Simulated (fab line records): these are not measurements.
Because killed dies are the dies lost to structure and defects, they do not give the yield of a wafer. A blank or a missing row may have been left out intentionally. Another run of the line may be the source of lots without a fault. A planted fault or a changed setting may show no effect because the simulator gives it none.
Which tool is to blame? | flow sky130 | Sampling: 24 lots, 72 wafers, 3 of 708 route steps

## WHAT EACH GAUGE READ, for each wafer
SKY_VT_ADJUST_PCH_OVL_MEAS_07. Usual: for VT_ADJUST_PCH_OVL the level is -0.1 nm and the standard deviation is 1.3.
lot  | measured     | on         | VT_ADJUST_PCH_OVL (nm) | flag
L074 | day 10 06:03 | overlay-02 | -0.7 -0.9 -0.1         |
L075 | day 10 18:17 | overlay-02 | 0.3 1.3 0.0            |
L076 | day 11 04:05 | overlay-02 | 1.0 1.6 1.7            |
L077 | day 11 06:12 | overlay-01 | 2.3 1.8 1.2            |
L078 | day 11 12:39 | overlay-01 | 1.3 -0.2 0.8           |
L079 | day 11 22:58 | overlay-01 | -1.2 -0.9 -2.3         |
L080 | day 12 08:55 | overlay-01 | -0.4 -0.5 -1.0         |
L081 | day 12 10:22 | overlay-02 | 0.4 1.0 2.6            |
L082 | day 12 18:34 | overlay-02 | -2.1 -0.4 -1.9         |
L083 | day 13 01:46 | overlay-01 | -1.3 -1.4 -1.6         |
L084 | day 13 11:12 | overlay-02 | -0.7 0.1 0.8           |
L085 | day 13 16:32 | overlay-02 | -2.0 0.9 1.0           |
L086 | day 13 22:01 | overlay-01 | -1.1 -1.8 -1.0         |
L087 | day 14 06:29 | overlay-01 | -0.9 0.4 -0.1          |
L088 | day 14 16:38 | overlay-01 | -0.2 1.0 0.4           |
L089 | day 14 23:55 | overlay-02 | -0.3 -0.7 0.2          |
L090 | day 15 07:05 | overlay-02 | 0.2 0.0 1.0            |
L091 | day 16 01:01 | overlay-02 | -0.8 -1.0 -2.7         |
L092 | day 16 07:57 | overlay-01 | -2.7 -1.2 -2.2         |
L093 | day 16 22:02 | overlay-02 | 0.5 0.0 -0.1           |
L094 | day 17 02:20 | overlay-02 | 1.0 1.2 0.7            |
L095 | day 17 03:38 | overlay-02 | 1.9 1.4 -0.1           |
L096 | day 17 09:15 | overlay-02 | -1.0 1.0 -2.1          |
L097 | day 17 21:05 | overlay-02 | 1.4 0.4 -0.4           |

SKY_SONOS_ONO_THK_MEAS_01. Usual: for SONOS_ONO_OXIDATION_THK the level is 2.60 nm and the standard deviation is 0.064.
lot  | measured     | on            | SONOS_ONO_OXIDATION_THK (nm) | flag
L074 | day 11 09:31 | film-metro-03 | 2.45 2.42 2.43               |
L075 | day 11 19:26 | film-metro-04 | 2.60 2.57 2.62               |
L076 | day 12 07:46 | film-metro-04 | 2.56 2.60 2.61               |
L077 | day 12 10:53 | film-metro-03 | 2.64 2.68 2.55               |
L078 | day 12 16:23 | film-metro-01 | 2.53 2.67 2.60               |
L079 | day 13 01:55 | film-metro-04 | 2.56 2.61 2.64               |
L080 | day 13 12:15 | film-metro-04 | 2.65 2.63 2.75               |
L081 | day 13 15:28 | film-metro-03 | 2.56 2.58 2.59               |
L082 | day 13 22:58 | film-metro-01 | 2.64 2.64 2.66               |
L083 | day 14 07:15 | film-metro-04 | 2.70 2.70 2.69               |
L084 | day 14 15:19 | film-metro-04 | 2.50 2.51 2.49               |
L085 | day 14 21:03 | film-metro-03 | 2.53 2.60 2.52               |
L086 | day 15 02:55 | film-metro-01 | 2.57 2.58 2.62               |
L087 | day 15 11:56 | film-metro-01 | 2.54 2.58 2.65               |
L088 | day 15 23:08 | film-metro-03 | 2.63 2.61 2.65               |
L089 | day 16 06:22 | film-metro-03 | 2.54 2.60 2.65               |
L090 | day 16 15:15 | film-metro-03 | 2.63 2.53 2.53               |
L091 | day 17 08:51 | film-metro-03 | 2.66 2.64 2.65               |
L092 | day 17 15:31 | film-metro-01 | 2.55 2.48 2.58               |
L093 | day 18 04:48 | film-metro-03 | 2.63 2.67 2.64               |
L094 | day 18 08:04 | film-metro-03 | 2.62 2.62 2.65               |
L095 | day 18 11:23 | film-metro-03 | 2.65 2.59 2.55               |
L096 | day 18 18:05 | film-metro-03 | 2.58 2.61 2.64               |
L097 | day 19 06:41 | film-metro-01 | 2.56 2.64 2.63               |

## EACH LOT AND THE TOOL THAT RAN IT (in order: tool; ch and the chambers of the sampled wafers; start)
lot  | SKY_VT_ADJUST_NCORE_STRIP_10
L074 | plasma-asher-04 ch 0,1, day 8 11:20
L075 | plasma-asher-02 ch 1, day 8 23:17
L076 | plasma-asher-01 ch 0, day 9 07:10
L077 | plasma-asher-01 ch 0,1, day 9 08:50
L078 | plasma-asher-02 ch 0,1, day 9 15:09
L079 | plasma-asher-02 ch 0,1, day 10 01:17
L080 | plasma-asher-01 ch 0, day 10 10:08
L081 | plasma-asher-04 ch 0,1, day 10 11:02
L082 | plasma-asher-02 ch 0,1, day 10 18:29
L083 | plasma-asher-04 ch 0,1, day 11 01:26
L084 | plasma-asher-04 ch 0,1, day 11 10:20
L085 | plasma-asher-02 ch 0,1, day 11 15:19
L086 | plasma-asher-02 ch 0,1, day 11 20:14
L087 | plasma-asher-01 ch 0,1, day 12 04:32
L088 | plasma-asher-02 ch 0,1, day 12 13:16
L089 | plasma-asher-01 ch 0, day 12 19:44
L090 | plasma-asher-01 ch 0,1, day 13 02:47
L091 | plasma-asher-04 ch 0,1, day 13 19:40
L092 | plasma-asher-02 ch 0,1, day 14 00:53
L093 | plasma-asher-01 ch 0,1, day 14 14:13
L094 | plasma-asher-02 ch 0,1, day 14 18:48
L095 | plasma-asher-02 ch 0,1, day 14 19:54
L096 | plasma-asher-02 ch 0,1, day 15 01:33
L097 | plasma-asher-01 ch 0,1, day 15 13:56
- SKY_VT_ADJUST_NCORE_STRIP_10: strips in O2/N2.

## AS READ BY THE TOOLS THEMSELVES (means over the sampled wafers that have a number; for cases with no such wafer, the mark the record gives instead)
SKY_VT_ADJUST_NCORE_STRIP_10. Usual: drypump-motor-current-A 5.59 A, standard deviation 0.22; n2-flow-sccm 299.9 sccm, standard deviation 0.88; oes-product-au 0.716 a.u., standard deviation 0.0049; strip-time-to-endpoint-s 14.17 s, standard deviation 0.037.
lot  | tool            | drypump-motor-current-A (A) | n2-flow-sccm (sccm) | oes-product-au (a.u.) | strip-time-to-endpoint-s (s) | flag
L074 | plasma-asher-04 | 5.96                        | 299.5               | 0.714                 | 14.16                        |
L075 | plasma-asher-02 | 5.73                        | 299.3               | 0.717                 | 14.16                        |
L076 | plasma-asher-01 | 5.53                        | 301.2               | 0.719                 | 14.15                        |
L077 | plasma-asher-01 | 5.45                        | 299.9               | 0.714                 | 14.13                        |
L078 | plasma-asher-02 | 5.48                        | 300.6               | 0.718                 | 14.15                        |
L079 | plasma-asher-02 | 5.61                        | 300.0               | 0.713                 | 14.16                        |
L080 | plasma-asher-01 | 5.53                        | 300.7               | 0.715                 | 14.18                        |
L081 | plasma-asher-04 | 5.94                        | 299.3               | 0.716                 | 14.13                        |
L082 | plasma-asher-02 | 5.62                        | 300.3               | 0.718                 | 14.25                        |
L083 | plasma-asher-04 | 5.85                        | 300.8               | 0.714                 | 14.20                        |
L084 | plasma-asher-04 | 5.85                        | 298.9               | 0.718                 | 14.19                        |
L085 | plasma-asher-02 | 5.49                        | 300.1               | 0.719                 | 14.15                        |
L086 | plasma-asher-02 | 5.61                        | 300.6               | 0.709                 | 14.14                        |
L087 | plasma-asher-01 | 5.48                        | 299.7               | 0.715                 | 14.15                        |
L088 | plasma-asher-02 | 5.48                        | 299.5               | 0.713                 | 14.17                        |
L089 | plasma-asher-01 | 5.54                        | 299.7               | 0.711                 | 14.15                        |
L090 | plasma-asher-01 | 5.53                        | 300.0               | 0.716                 | 14.20                        |
L091 | plasma-asher-04 | 5.83                        | 300.6               | 0.715                 | 14.21                        |
L092 | plasma-asher-02 | 5.47                        | 299.5               | 0.713                 | 14.20                        |
L093 | plasma-asher-01 | 5.44                        | 300.2               | 0.718                 | 14.19                        |
L094 | plasma-asher-02 | 5.49                        | 299.3               | 0.715                 | 14.16                        |
L095 | plasma-asher-02 | 5.48                        | 299.4               | 0.714                 | 14.15                        |
L096 | plasma-asher-02 | 5.46                        | 299.9               | 0.714                 | 14.15                        |
L097 | plasma-asher-01 | 5.49                        | 299.7               | 0.718                 | 14.23                        |

## THE ANSWER, worked out from the rows above alone
Rule: lot off if the mean of its wafers having a number is beyond 3 standard deviations from the usual mean. Also off: a lot with no number at a reading for which 4 or more lots have one. The other lots that the step has rows for count as sound. The gauges are gone through in route order, then the tools' own readings, and for those a lot's mean is taken as printed above. The first step at which some lot is off is used, and at that step the reading that is off furthest; a lot without a number counts as furthest.
No lot is off at any reading shown: from this, nothing can be told.

## WHAT THE SIMULATOR PUT IN
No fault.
